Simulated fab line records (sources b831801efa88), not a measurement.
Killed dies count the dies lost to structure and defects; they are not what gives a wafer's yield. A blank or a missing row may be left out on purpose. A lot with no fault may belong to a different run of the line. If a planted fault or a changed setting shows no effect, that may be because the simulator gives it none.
Which tool did it? :: flow sky130 :: 11 lots, 33 wafers sampled, at 3 steps of a route of 708

WHAT THE GAUGES SHOWED, per wafer
SKY_VIA4_RS_MEAS_19: measures by four-point-probe. Usual: VIA4_W_RS gives 0.2256 ohm/sq (standard deviation 0.0025).
lot: L638
measured: day 42 20:32
on: film metro-01
VIA4_W_RS (ohm/sq): 0.2294 0.2240 0.2256
flag: 

lot: L639
measured: day 43 05:33
on: film metro-03
VIA4_W_RS (ohm/sq): 0.2259 0.2284 0.2275
flag: 

lot: L640
measured: day 43 08:18
on: film metro-03
VIA4_W_RS (ohm/sq): 0.2311 0.2250 0.2284
flag: 

lot: L643
measured: day 44 06:36
on: film metro-03
VIA4_W_RS (ohm/sq): 0.2227 0.2218 0.2234
flag: 

lot: L646
measured: day 45 00:50
on: film metro-01
VIA4_W_RS (ohm/sq): 0.2226 0.2266 0.2278
flag: 

lot: L653
measured: day 47 00:42
on: film metro-04
VIA4_W_RS (ohm/sq): 0.2255 0.2254 0.2246
flag: 

lot: L654
measured: day 47 09:50
on: film metro-04
VIA4_W_RS (ohm/sq): 0.2249 0.2228 0.2263
flag: 

lot: L656
measured: day 47 13:37
on: film metro-03
VIA4_W_RS (ohm/sq): 0.2219 0.2221 0.2222
flag: 

lot: L658
measured: day 48 03:31
on: film metro-03
VIA4_W_RS (ohm/sq): 0.2300 0.2282 0.2284
flag: 

lot: L661
measured: day 48 18:46
on: film metro-03
VIA4_W_RS (ohm/sq): 0.2274 0.2299 0.2251
flag: 

lot: L659
measured: day 48 20:13
on: film metro-03
VIA4_W_RS (ohm/sq): 0.2276 0.2251 0.2247
flag: 

EACH LOT AND THE TOOL THAT RAN IT (in order: tool; ch and the chambers of the sampled wafers; start)
lot: L638
SKY_VIA1_ETCH_14: rie diel-03 ch 1,2,3, day 33 23:35
SKY_METAL4_ETCH_16: rie metal-03 ch 0,1, day 41 19:43

lot: L639
SKY_VIA1_ETCH_14: rie diel-01 ch 1,2,3, day 34 07:29
SKY_METAL4_ETCH_16: rie metal-01 ch 0,1, day 42 04:00

lot: L640
SKY_VIA1_ETCH_14: rie diel-01 ch 0,1,2, day 34 10:34
SKY_METAL4_ETCH_16: rie metal-02 ch 0,1, day 42 06:32

lot: L643
SKY_VIA1_ETCH_14: rie diel-04 ch 0,2,3, day 35 12:41
SKY_METAL4_ETCH_16: rie metal-02 ch 0,1, day 43 05:30

lot: L646
SKY_VIA1_ETCH_14: rie diel-03 ch 0,2,3, day 36 09:08
SKY_METAL4_ETCH_16: rie metal-02 ch 0,1, day 44 00:12

lot: L653
SKY_VIA1_ETCH_14: rie diel-04 ch 1,2,3, day 38 21:34
SKY_METAL4_ETCH_16: rie metal-02 ch 0,1, day 46 02:06

lot: L654
SKY_VIA1_ETCH_14: rie diel-04 ch 1,3, day 39 10:01
SKY_METAL4_ETCH_16: rie metal-03 ch 0,1, day 46 11:13

lot: L656
SKY_VIA1_ETCH_14: rie diel-03 ch 1,2, day 39 17:29
SKY_METAL4_ETCH_16: rie metal-02 ch 0,1, day 46 15:33

lot: L658
SKY_VIA1_ETCH_14: rie diel-01 ch 0,2, day 40 08:13
SKY_METAL4_ETCH_16: rie metal-02 ch 0,1, day 47 05:43

lot: L661
SKY_VIA1_ETCH_14: rie diel-04 ch 2,3, day 41 03:56
SKY_METAL4_ETCH_16: rie metal-02 ch 0,1, day 47 21:48

lot: L659
SKY_VIA1_ETCH_14: rie diel-03 ch 1,3, day 41 06:05
SKY_METAL4_ETCH_16: rie metal-02 ch 0,1, day 47 23:40
- SKY_VIA1_ETCH_14: etches BARC in N2/H2, stops on SiO2, time 45.9 s, target depth 60 nm.
- SKY_METAL4_ETCH_16: etches BARC in N2/H2, stops on SiO2, time 88.2 s, target depth 60 nm.

AS READ BY THE TOOLS THEMSELVES (means over the sampled wafers that have a number; for cases with no such wafer, the mark the record gives instead)
SKY_VIA1_ETCH_14. Usual: drypump motor current A 5.8 A, standard deviation 0.47; oes product au 0.855 a.u., standard deviation 0.0049; throttle valve pct 13.225 %, standard deviation 0.0089.
lot: L638
tool: rie diel-03
drypump motor current A (A): 5.8
oes product au (a.u.): 0.856
throttle valve pct (%): 13.220
flag: 

lot: L639
tool: rie diel-01
drypump motor current A (A): 6.0
oes product au (a.u.): 0.852
throttle valve pct (%): 13.228
flag: 

lot: L640
tool: rie diel-01
drypump motor current A (A): 5.4
oes product au (a.u.): 0.854
throttle valve pct (%): 13.231
flag: 

lot: L643
tool: rie diel-04
drypump motor current A (A): 5.9
oes product au (a.u.): 0.857
throttle valve pct (%): 13.222
flag: 

lot: L646
tool: rie diel-03
drypump motor current A (A): 5.6
oes product au (a.u.): 0.846
throttle valve pct (%): 13.223
flag: 

lot: L653
tool: rie diel-04
drypump motor current A (A): 6.1
oes product au (a.u.): 0.853
throttle valve pct (%): 13.224
flag: 

lot: L654
tool: rie diel-04
drypump motor current A (A): 5.9
oes product au (a.u.): 0.854
throttle valve pct (%): 13.221
flag: 

lot: L656
tool: rie diel-03
drypump motor current A (A): 5.7
oes product au (a.u.): 0.852
throttle valve pct (%): 13.223
flag: 

lot: L658
tool: rie diel-01
drypump motor current A (A): 5.1
oes product au (a.u.): 0.855
throttle valve pct (%): 13.220
flag: 

lot: L661
tool: rie diel-04
drypump motor current A (A): 6.1
oes product au (a.u.): 0.857
throttle valve pct (%): 13.225
flag: 

lot: L659
tool: rie diel-03
drypump motor current A (A): 5.9
oes product au (a.u.): 0.861
throttle valve pct (%): 13.228
flag: 

SKY_METAL4_ETCH_16. Usual: drypump motor current A 5.59 A, standard deviation 0.2; oes product au 0.626 a.u., standard deviation 0.0046; throttle valve pct 13.205 %, standard deviation 0.01.
lot: L638
tool: rie metal-03
drypump motor current A (A): 5.63
oes product au (a.u.): 0.627
throttle valve pct (%): 13.195
flag: 

lot: L639
tool: rie metal-01
drypump motor current A (A): 5.65
oes product au (a.u.): 0.624
throttle valve pct (%): 13.206
flag: 

lot: L640
tool: rie metal-02
drypump motor current A (A): 5.46
oes product au (a.u.): 0.621
throttle valve pct (%): 13.204
flag: 

lot: L643
tool: rie metal-02
drypump motor current A (A): 5.47
oes product au (a.u.): 0.621
throttle valve pct (%): 13.217
flag: 

lot: L646
tool: rie metal-02
drypump motor current A (A): 5.46
oes product au (a.u.): 0.624
throttle valve pct (%): 13.209
flag: 

lot: L653
tool: rie metal-02
drypump motor current A (A): 5.64
oes product au (a.u.): 0.630
throttle valve pct (%): 13.207
flag: 

lot: L654
tool: rie metal-03
drypump motor current A (A): 5.62
oes product au (a.u.): 0.626
throttle valve pct (%): 13.211
flag: 

lot: L656
tool: rie metal-02
drypump motor current A (A): 5.47
oes product au (a.u.): 0.626
throttle valve pct (%): 13.202
flag: 

lot: L658
tool: rie metal-02
drypump motor current A (A): 5.49
oes product au (a.u.): 0.629
throttle valve pct (%): 13.205
flag: 

lot: L661
tool: rie metal-02
drypump motor current A (A): 5.47
oes product au (a.u.): 0.624
throttle valve pct (%): 13.201
flag: 

lot: L659
tool: rie metal-02
drypump motor current A (A): 5.63
oes product au (a.u.): 0.622
throttle valve pct (%): 13.190
flag: 

THE ANSWER, worked out from the rows above alone
Rule: a lot counts as off when the mean over its wafers that have a number is more than 3 standard deviations away from the usual mean. Also off: a lot with no number at a reading for which 4 or more lots have one. Any other lot the step has rows for is counted as sound. First the gauges in route order, then the tools' own readings, where a lot's mean is used as printed above. The first step at which some lot is off is used, and at that step the reading that is off furthest; a lot without a number counts as furthest.
No lot is off on any of the readings shown, so nothing can be concluded from this.

WHAT WAS PUT IN BY THE SIMULATOR
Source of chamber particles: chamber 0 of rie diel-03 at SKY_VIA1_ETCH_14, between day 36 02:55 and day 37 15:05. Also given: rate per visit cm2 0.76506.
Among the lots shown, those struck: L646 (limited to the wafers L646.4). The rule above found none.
